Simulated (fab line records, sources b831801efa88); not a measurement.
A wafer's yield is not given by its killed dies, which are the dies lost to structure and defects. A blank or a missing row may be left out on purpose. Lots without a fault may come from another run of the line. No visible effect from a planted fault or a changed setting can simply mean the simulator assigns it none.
2 desks looking at one fault -- flow gf180mcu -- each desk holds nothing but its own numbers, with what lay behind them at the end

## AT THE METROLOGY DESK
Lot by lot, what the gauges showed, no matter which tool ran the lot: averages of those sampled wafers that carry a number. A lot is out of limits, marked OUT, if its mean lies more than 4 standard deviations from the usual mean; the brackets give that distance.
Columns: A = V2_W_RS at GF_V2_RS_MEAS_24, usual 0.326 ohm/sq; B = V2_W_THK at GF_V2_THK_MEAS_25, usual 358 nm; C = M3_ALCU_RS at GF_M3_RS_MEAS_05, usual 0.0694 ohm/sq
lot,first seen here,A,B,C
L842,day 20 04:01,0.324,361,0.0703
L843,day 20 14:20,0.329,356,0.0690
L848,day 22 12:59,0.266 (-19) OUT,439 (+17) OUT,0.0694
L849,day 22 22:14,0.268 (-19) OUT,458 (+21) OUT,0.0684
L857,day 25 14:12,0.328,354,0.0697
L858,day 25 18:12,0.325,361,0.0709
L859,day 26 02:39,0.326,360,0.0703
L863,day 27 13:05,0.328,361,0.0696
L862,day 27 14:51,0.323,361,0.0699
L864,day 27 16:17,0.326,350,0.0693
This desk's result: L848, L849 out of limits, first on L848 (V2_W_RS at GF_V2_RS_MEAS_24), day 22 12:59. In limits: L842, L843, L857, L858, L859, L863, L862, L864.

## TOOL OWNER'S DESK, cvd w-02
The tool's own readings at GF_V2_CVD_23 (deposits W, target thk 350 nm, time 104.94 s): means of the sampled wafers that have a number, for each lot that ran on this tool. A lot is out of limits, marked OUT, if its mean lies more than 4 standard deviations from the usual mean; the brackets give that distance.
Columns: A = heater power w at GF_V2_CVD_23, usual 889 W
lot,first seen here,A
L842,day 20 03:53,818
L848,day 22 12:51,843
L849,day 22 22:07,855
L857,day 25 14:05,855
L858,day 25 18:05,852
L859,day 26 02:32,882
L863,day 27 12:58,844
L862,day 27 14:44,836
Finding of this desk: none of the 8 lots has anything out of limits.

## PUT TOGETHER
On L848, L849, the metrology desk was in a position to raise an alarm at day 22 12:59.
The tool owner's desk saw nothing out of limits.
On record at the tool owner's desk: L848, L849, within its limits.
The lots listed all ran GF_V2_CVD_23 on cvd w-02.

## WHAT THE SIMULATOR PUT IN
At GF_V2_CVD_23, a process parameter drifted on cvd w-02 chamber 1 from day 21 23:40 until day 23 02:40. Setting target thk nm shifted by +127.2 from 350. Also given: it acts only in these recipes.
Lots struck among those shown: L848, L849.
Delay in hours, fault start to first out-of-limits reading, per desk: metrology desk 13.
